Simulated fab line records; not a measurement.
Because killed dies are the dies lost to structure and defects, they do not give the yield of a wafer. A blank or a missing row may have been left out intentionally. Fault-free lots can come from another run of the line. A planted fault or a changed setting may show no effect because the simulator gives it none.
Struck lot and sound lot, side by side | flow gf180mcu | 15 steps out of a route of 602
Sound: these wafers, L321.3, L321.5, L321.6. Wafers struck: L333.2, L333.4, L333.6. Last of all comes the cause.
At each step with rows: each side's tool, then ch and its chambers, then its first start. Under that, the readings that differ: sound wafers | struck wafers | difference of the means | sigmas: that difference in standard deviations of wafers without a fault.
alike: readings with means less than 2 such deviations apart, plus words and numbers identical on both sides. not compared: withheld readings, readings lacking a value on some wafer, bounds such as >300 that could conceal the same value, and numbers that have no deviation in the record and whose values overlap.
Wherever a step has rows on one side only, a row that says differs or no value, or a row with sigmas, the two part there. Numbers that don't overlap but have no deviation are shown without sigmas and don't part them. Lack of a reading on every wafer of one side parts them only where that side has two or more wafers.

GF_TOP_METAL_SPUTTER_04: material TiN, target thk 25 nm, time 20.8 s.
  sound: pvd-sputter-04 at day 29 11:29; struck: pvd-sputter-03 at day 32 14:30
  alike: throttle-valve-pct
GF_TOP_METAL_RS_MEAS_05: measurement is done with a four-point probe.
  sound: film-metro-01 at day 29 11:34; struck: film-metro-04 at day 32 14:33
  alike: TOP_METAL_ALCU_RS
GF_TOP_METAL_THK_MEAS_06: measures by xrf.
  sound: film-metro-01 at day 29 11:40; struck: film-metro-04 at day 32 14:40
  alike: TOP_METAL_ALCU_THK
then, 7 steps without rows for these wafers: GF_TOP_METAL_DEHYDRATE_07 (time 60 s); GF_TOP_METAL_HMDS_08 (prime time 60 s); GF_TOP_METAL_COAT_09 (resist thk 1500 nm); GF_TOP_METAL_SOFTBAKE_10 (time 60 s); GF_TOP_METAL_EXPOSE_11 (exposes mask MetalTop, target cd 440 nm); GF_TOP_METAL_PEB_12; GF_TOP_METAL_DEVELOP_13 (develop time 60 s).
GF_TOP_METAL_CD_MEAS_14 targets a cd of 440 nm.
  sound: cd-sem-01 at day 30 06:34; struck: cd-sem-01 at day 33 06:31
  alike: cd-nm
GF_TOP_METAL_OVL_MEAS_15:
  sound: overlay-02 at day 30 06:40; struck: overlay-01 at day 33 06:38
  alike: TOP_METAL_OVL
GF_TOP_METAL_METAL_ETCH_16: etches the open film in Cl2/BCl3, stops on SiO2, target depth 1077.5 nm, time 179.6 s.
  sound on rie-metal-01 ch 0,1, day 30 06:45; struck on rie-metal-02 ch 0,1, day 33 06:40
  no value came back on the struck wafers for any of 6 readings (bcl3-flow-sccm (sccm), bias-w (W) and others); on the sound wafers bcl3-flow-sccm (sccm) reads 39.99 39.98 40.10
  reading                                        | sound          | struck         | difference | sigmas
  model.NOVOLAK_of_TOP_METAL_COAT_09.thk-nm (nm) | 1080 1086 1074 | 1508 1512 1503 | +428       |
  not compared: rf-hours-counter-h
GF_TOP_METAL_STRIP_17: strips in O2/N2.
  sound on plasma-asher-02 ch 0,1, day 30 06:54; struck on plasma-asher-02 ch 0,1, day 33 06:50
  reading                      | sound             | struck            | difference | sigmas
  strip-time-to-endpoint-s (s) | 13.57 13.66 13.52 | 18.33 18.36 18.26 | +4.73      | +43
  alike: drypump-motor-current-A, heater-power-w, n2-flow-sccm, o2-flow-sccm, oes-product-au
  not compared: rf-hours-counter-h
then, 1 step without rows for these wafers: GF_TOP_METAL_STRIP_18 (strips in post etch residue remover, time 1200 s).

## WHERE THEY PART
First at GF_TOP_METAL_METAL_ETCH_16; last, within this record, at GF_TOP_METAL_STRIP_17.

WHY: what had been put in by the simulator
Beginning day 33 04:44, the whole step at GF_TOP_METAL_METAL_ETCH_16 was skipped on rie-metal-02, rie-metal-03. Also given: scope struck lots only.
